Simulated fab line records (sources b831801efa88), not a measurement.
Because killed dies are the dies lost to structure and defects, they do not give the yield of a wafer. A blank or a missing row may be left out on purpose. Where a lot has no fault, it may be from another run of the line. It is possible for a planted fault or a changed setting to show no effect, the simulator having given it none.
Which tool is to blame? -- flow gf180mcu -- 18 wafers from 6 lots sampled at 4 of the route's 602 steps

WHAT THE GAUGES READ, wafer by wafer
GF_HV_LDD_TW_MEAS_23.
lot,measured,on,HV_LDD_2_TW
L285,day 13 01:49,film metro-03,1058 1057 1051
L288,day 13 22:46,film metro-02,1065 1066 1063
L290,day 14 11:52,film metro-03,1048 1054 1052
L292,day 15 16:02,film metro-01,870 871 873
L294,day 15 23:16,film metro-01,1057 1055 1059
L299,day 17 17:01,film metro-01,1057 1051 1057

WHAT TOOL EACH LOT RAN ON (gives the tool, then ch and the chambers of the sampled wafers, and finally the start)
lot,GF_DUAL_GATE_STRIP_13,GF_POLY_GATE_ETCH_12,GF_HV_LDD_IMPLANT_21
L285,"plasma asher-02 ch 0,1, day 10 10:31","rie diel-02 ch 1,2, day 11 08:29","implanter-04 ch 0, day 13 01:35"
L288,"plasma asher-01 ch 0,1, day 11 06:02","rie diel-02 ch 0,1, day 12 03:41","implanter-04 ch 0, day 13 22:31"
L290,"plasma asher-01 ch 0,1, day 11 16:26","rie diel-02 ch 1,2,3, day 12 16:02","implanter-04 ch 0, day 14 11:37"
L292,"plasma asher-03 ch 0,1, day 12 16:28","rie diel-01 ch 2,3, day 13 18:43","implanter-04 ch 0, day 15 15:49"
L294,"plasma asher-02 ch 0,1, day 13 02:29","rie diel-02 ch 0,2,3, day 14 02:08","implanter-01 ch 0, day 15 23:01"
L299,"plasma asher-03 ch 0,1, day 14 17:08","rie diel-03 ch 0,1,2, day 15 17:40","implanter-01 ch 0, day 17 16:46"
- GF_DUAL_GATE_STRIP_13: strips in O2/N2.
- GF_POLY_GATE_ETCH_12: etches BARC in N2/H2.
- GF_HV_LDD_IMPLANT_21

THE ANSWER, worked out from the rows above alone
Rule: the lots themselves supply what counts as usual. Put in order of their means at a reading, lots are off if they are a third of the lots or fewer, leave a main group of 4 or more, and stand apart from it by a gap of 3 or more times the standard deviation of the main group's means; of several such gaps the widest counts. If all means in a main group match to the digits the tables above print for the reading, that group is not used. A lot without any number at a reading at which 4 lots or more have one is off too. The other lots that the step has rows for count as sound.
Off: L292, at GF_HV_LDD_TW_MEAS_23 (HV_LDD_2_TW). For the main group the mean is 1057 and the standard deviation 4.4.
If a tool, at a process step before that reading, ran all the lots that are off and no sound lot after the first of them, it fits. Those tools and the gauges at GF_HV_LDD_TW_MEAS_23 are tried in the same way. Undecided on this evidence; 2 tools fit (rie diel-01 at GF_POLY_GATE_ETCH_12, implanter-04 at GF_HV_LDD_IMPLANT_21).

WHAT THE SIMULATOR HAD INSERTED
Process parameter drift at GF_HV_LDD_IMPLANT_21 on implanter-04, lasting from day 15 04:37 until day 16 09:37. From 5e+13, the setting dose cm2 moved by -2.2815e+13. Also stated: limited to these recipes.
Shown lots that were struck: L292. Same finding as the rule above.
